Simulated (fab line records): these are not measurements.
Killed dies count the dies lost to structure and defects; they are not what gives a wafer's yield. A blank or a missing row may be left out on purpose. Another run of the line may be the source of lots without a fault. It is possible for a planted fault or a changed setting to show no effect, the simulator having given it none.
Chamber matching -- flow sky130 -- rie diel-03 running SKY_VIA2_ETCH_15: 4 sister chambers
The step etches SiO2 in C4F8/O2/Ar, stops on TiN, target depth 546 nm, time 84 s. 4 wafers are shown with their chamber, then 12 later ones without.

WAFERS PAIRED WITH THEIR CHAMBERS
wafer,chamber,oes product au (a.u.)
L090.1,2,0.944
L090.3,3,0.951
L090.5,1,0.932
L090.6,0,0.939

WAFERS WHOSE CHAMBER IS MISSING
wafer,oes product au (a.u.)
L091.1,0.940
L091.3,0.943
L091.6,0.942
L093.1,0.937
L093.2,0.939
L093.3,0.949
L093.4,0.940
L093.5,0.943
L093.6,0.941
L094.2,0.929
L094.3,0.940
L094.5,0.935

EACH ONE'S CHAMBER
wafer,from the rows above,in truth
L091.1,can't be placed: 0 or 2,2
L091.3,can't be placed: 2 or 0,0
L091.6,can't be placed: 2 or 0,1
L093.1,can't be placed: 0 or 1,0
L093.2,0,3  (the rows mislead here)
L093.3,can't be placed: 3 or 2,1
L093.4,can't be placed: 0 or 2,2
L093.5,can't be placed: 2 or 0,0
L093.6,can't be placed: 0 or 2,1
L094.2,1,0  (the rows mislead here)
L094.3,can't be placed: 0 or 2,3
L094.5,can't be placed: 1 or 0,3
Placed correctly: 0 of 12. Not placeable from these rows: 10 (in 5, the candidates include the true chamber). 2 placed wrongly.
How it was worked out, from the rows above alone: a wafer's distance from a chamber is the root of the sum, over the readings, of the square of ((its reading less the chamber's mean) divided by the reading's scatter). The wafer belongs to the nearest chamber; if the next one is less than 2 further off, it can't be placed. The mean given for a chamber averages the wafers shown for that chamber. The scatter (one wafer shown for each chamber): square how far every hidden wafer sits from the nearest shown wafer, average those squares and take the square root.
